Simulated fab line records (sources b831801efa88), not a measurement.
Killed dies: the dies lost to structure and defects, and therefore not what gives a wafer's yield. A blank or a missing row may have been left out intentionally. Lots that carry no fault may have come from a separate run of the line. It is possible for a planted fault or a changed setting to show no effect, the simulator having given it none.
Which tool was responsible? -- flow gf180mcu -- Sampling: 14 lots, 42 wafers, 4 of 602 route steps

== WHAT THE GAUGES SHOWED, per wafer ==
GF_V5_THK_MEAS_03. Usual: for V5_CVD_02_THK the level is 1456 nm and the standard deviation is 17.
lot,measured,on,V5_CVD_02_THK (nm),flag
L422,day 26 20:32,film metro-03,1436 1457 1445,
L423,day 27 00:40,film metro-04,1436 1435 1460,
L424,day 27 14:17,film metro-03,1442 1445 1451,
L425,day 28 03:04,film metro-04,1468 1475 1471,
L426,day 28 12:49,film metro-03,1436 1433 1439,
L429,day 29 02:29,film metro-02,1436 1457 1450,
L428,day 29 07:04,film metro-03,1464 1489 1474,
L434,day 30 11:34,film metro-03,1442 1444 1474,
L436,day 31 03:49,film metro-04,1457 1439 1466,
L439,day 31 22:22,film metro-04,1437 1460 1458,
L441,day 32 14:44,film metro-03,1461 1464 1488,
L442,day 32 15:59,film metro-03,1450 1460 1471,
L443,day 32 21:50,film metro-02,1440 1457 1459,
L444,day 33 08:43,film metro-03,1448 1439 1447,

GF_PASSIVATION_THK_MEAS_03. Usual: for PASSIVATION_CVD_02_THK the level is 696 nm and the standard deviation is 7.7.
lot,measured,on,PASSIVATION_CVD_02_THK (nm),flag
L422,day 28 16:29,film metro-01,697 691 701,
L423,day 28 20:34,film metro-04,694 685 694,
L424,day 29 09:43,film metro-01,692 690 698,
L425,day 29 22:15,film metro-04,686 696 702,
L426,day 30 06:46,film metro-01,692 696 691,
L429,day 30 20:00,film metro-04,684 701 697,
L428,day 31 00:07,film metro-02,688 702 700,
L434,day 32 03:20,film metro-02,696 697 704,
L436,day 32 18:04,film metro-04,701 698 692,
L439,day 33 11:21,film metro-04,699 699 699,
L441,day 34 02:25,film metro-02,687 696 713,
L442,day 34 04:16,film metro-02,700 702 709,
L443,day 34 09:26,film metro-04,687 701 708,
L444,day 35 04:08,film metro-04,690 690 702,

== EACH LOT AND THE TOOL THAT RAN IT (in order: tool; ch and the chambers of the sampled wafers; start) ==
lot,GF_V3_CMP_04,GF_V5_CVD_23
L422,"cmp-02 ch 2,3, day 21 19:50","cvd w-02 ch 0, day 27 17:56"
L423,"cmp-01 ch 1,2,3, day 22 01:26","cvd w-02 ch 0,1, day 27 22:24"
L424,"cmp-01 ch 0,3, day 22 17:17","cvd w-02 ch 0, day 28 11:46"
L425,"cmp-02 ch 0,1,2, day 23 09:32","cvd w-02 ch 0,1, day 29 00:40"
L426,"cmp-01 ch 0,1,3, day 23 19:37","cvd w-02 ch 0,1, day 29 09:34"
L429,"cmp-01 ch 1,2,3, day 24 12:26","cvd w-02 ch 0,1, day 29 23:28"
L428,"cmp-01 ch 0,3, day 24 16:40","cvd w-01 ch 0,1, day 30 03:28"
L434,"cmp-02 ch 0,3, day 26 01:20","cvd w-01 ch 0,1, day 31 07:13"
L436,"cmp-02 ch 0,2,3, day 26 20:07","cvd w-01 ch 0,1, day 31 22:38"
L439,"cmp-01 ch 0,1,2, day 27 17:10","cvd w-02 ch 0,1, day 32 16:41"
L441,"cmp-01 ch 1,2, day 28 12:10","cvd w-01 ch 0,1, day 33 08:31"
L442,"cmp-01 ch 1,3, day 28 13:32","cvd w-01 ch 0,1, day 33 10:01"
L443,"cmp-01 ch 0,1, day 28 18:11","cvd w-02 ch 0,1, day 33 15:34"
L444,"cmp-01 ch 1,2, day 29 09:52","cvd w-01 ch 0,1, day 34 01:49"
- GF_V3_CMP_04: polishes SiO2.
- GF_V5_CVD_23: deposits W, target thk 350 nm, time 104.9 s.

== WHAT THE TOOLS THEMSELVES READ (means of the sampled wafers that have a number; where no wafer has one, the mark that the record gives instead) ==
GF_V3_CMP_04. Usual: motor current A 12.1 A, standard deviation 1.5; time to endpoint s 80 s, standard deviation 5.9.
lot,tool,motor current A (A),time to endpoint s (s),flag
L422,cmp-02,11.6,76,
L423,cmp-01,12.1,76,
L424,cmp-01,11.5,69,
L425,cmp-02,13.4,80,
L426,cmp-01,11.2,78,
L429,cmp-01,11.7,82,
L428,cmp-01,11.8,86,
L434,cmp-02,11.0,73,
L436,cmp-02,12.5,74,
L439,cmp-01,12.3,78,
L441,cmp-01,12.6,82,
L442,cmp-01,11.3,86,
L443,cmp-01,12.1,80,
L444,cmp-01,11.9,85,

GF_V5_CVD_23. Usual: chamber pressure Torr 39.99 Torr, standard deviation 0.091; heater power w 821 W, standard deviation 99.
lot,tool,chamber pressure Torr (Torr),heater power w (W),flag
L422,cvd w-02,39.93,853,
L423,cvd w-02,39.94,825,
L424,cvd w-02,40.01,849,
L425,cvd w-02,40.04,816,
L426,cvd w-02,40.10,830,
L429,cvd w-02,39.97,832,
L428,cvd w-01,39.95,850,
L434,cvd w-01,39.99,753,
L436,cvd w-01,39.96,852,
L439,cvd w-02,39.92,823,
L441,cvd w-01,39.99,854,
L442,cvd w-01,40.02,847,
L443,cvd w-02,39.92,817,
L444,cvd w-01,39.97,855,

== THE ANSWER, worked out from the rows above alone ==
Rule: a lot is off if the mean of its wafers that have a number lies more than 3 standard deviations from the usual mean. A lot without any number at a reading at which 4 lots or more have one is off too. Any other lot the step has rows for is counted as sound. The gauges are gone through in route order, then the tools' own readings, and for those a lot's mean is taken as printed above. At the first step where some lot is off, the reading lying furthest off is the one used; lots without a number count as furthest.
No lot is off on any of the readings shown, so nothing can be concluded from this.

== WHAT THE SIMULATOR PUT IN ==
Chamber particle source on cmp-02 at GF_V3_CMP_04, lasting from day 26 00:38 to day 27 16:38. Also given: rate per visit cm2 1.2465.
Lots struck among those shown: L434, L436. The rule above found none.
